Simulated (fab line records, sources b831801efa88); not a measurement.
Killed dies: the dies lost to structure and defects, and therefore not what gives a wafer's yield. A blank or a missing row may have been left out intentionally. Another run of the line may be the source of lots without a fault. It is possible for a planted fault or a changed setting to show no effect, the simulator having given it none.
8D (eight disciplines) problem report, filled in by code :: flow gf180mcu :: the parts of the form that need people (team, actions taken, sign-off) are left out

1. WHAT IS WRONG
HV_LDD_2_TW at GF_HV_LDD_TW_MEAS_23 reads a mean of 933 on 6 wafers of 2 lots; wafers without a fault read 1056 with a standard deviation of 7.4. That puts it -17 standard deviations away from the usual mean.
Seen first at day 13 09:34 on film-metro-03, wafer L544.1. The record holds 39 wafers of 13 lots with a number at this step. The rule behind "out" and "out of limits": a value lying over 4 standard deviations away from the usual mean. The other wafers with a number count as sound.

2. WHAT IT IS, AND WHAT IT ISN'T
question: which readings at this step
is: HV_LDD_2_TW
is not: -

question: which lots
is: L544, L546
is not: L536, L539, L540, L541, L542, L545, L553, L554, L555, L556, L559

question: which wafers of those lots
is: all that have a number
is not: -

question: read on which gauges
is: film-metro-01, film-metro-03
is not: film-metro-04

question: when
is: from day 13 09:34
is not: up to then (15 sound wafers); but 18 sound wafers of L545, L553, L554, L555, L556, L559 came after

3. WHAT RULES OUT EACH SUSPECT
Counting: a tool at any process step up to the reading remains a suspect when it ran all the lots that are out and ran no sound lot after the first of those.
- the gauge at GF_HV_LDD_TW_MEAS_23 has been ruled out. 2 gauges (film-metro-01, film-metro-03) read the wafers that are out.
- implanter-03 at GF_HV_LDD_IMPLANT_21: ruled out as a lasting fault. Following L544 (day 13 09:19), the first lot on it that is out, the sound lots L555, L556, L559 were run on it.
Left after counting: nothing in the record.

4. THE CAUSE (what the simulator had put in)
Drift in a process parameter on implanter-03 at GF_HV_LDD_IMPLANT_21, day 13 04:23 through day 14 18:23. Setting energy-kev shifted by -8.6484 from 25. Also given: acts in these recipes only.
Counting ruled it out, wrongly: the rule takes a fault to strike every lot that its tool runs from its start on, and this one did not.

5. THE CHAIN OF EFFECTS, in route order
Each row: a reading whose mean over the struck wafers that have a number lies more than 3 standard deviations from the usual. Readings are gone through only where the record gives a usual standard deviation; hours: the median, over the lots, of the time from a lot's start at the first step in this table giving one to that lot's start at this step; sigmas: the change measured in usual standard deviations.
hours: 0
step: GF_HV_LDD_IMPLANT_21
reading: beam-energy-keV
usual: 24.999
on struck wafers: 16.351
change: -8.648
sigmas: -99 or more

hours: 0
step: GF_HV_LDD_TW_MEAS_23
reading: HV_LDD_2_TW
usual: 1056
on struck wafers: 933
change: -123
sigmas: -17
It contains these process steps:
- GF_HV_LDD_IMPLANT_21
Later steps that measure or inspect, where all struck wafers having a row at the step show a number for every such reading and not one has moved that far: GF_V1_THK_MEAS_03.

6. HOW IT WOULD HAVE BEEN CAUGHT EARLIER
Counted from the fault's start at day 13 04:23, it took 5 hours until the first out-of-limits reading at a measuring or inspecting step in this record, taken at day 13 09:34.
Tool's own readings at GF_HV_LDD_IMPLANT_21, beam-energy-keV: out on all struck wafers the step has rows for; an alarm limit on them would have tripped on the first.
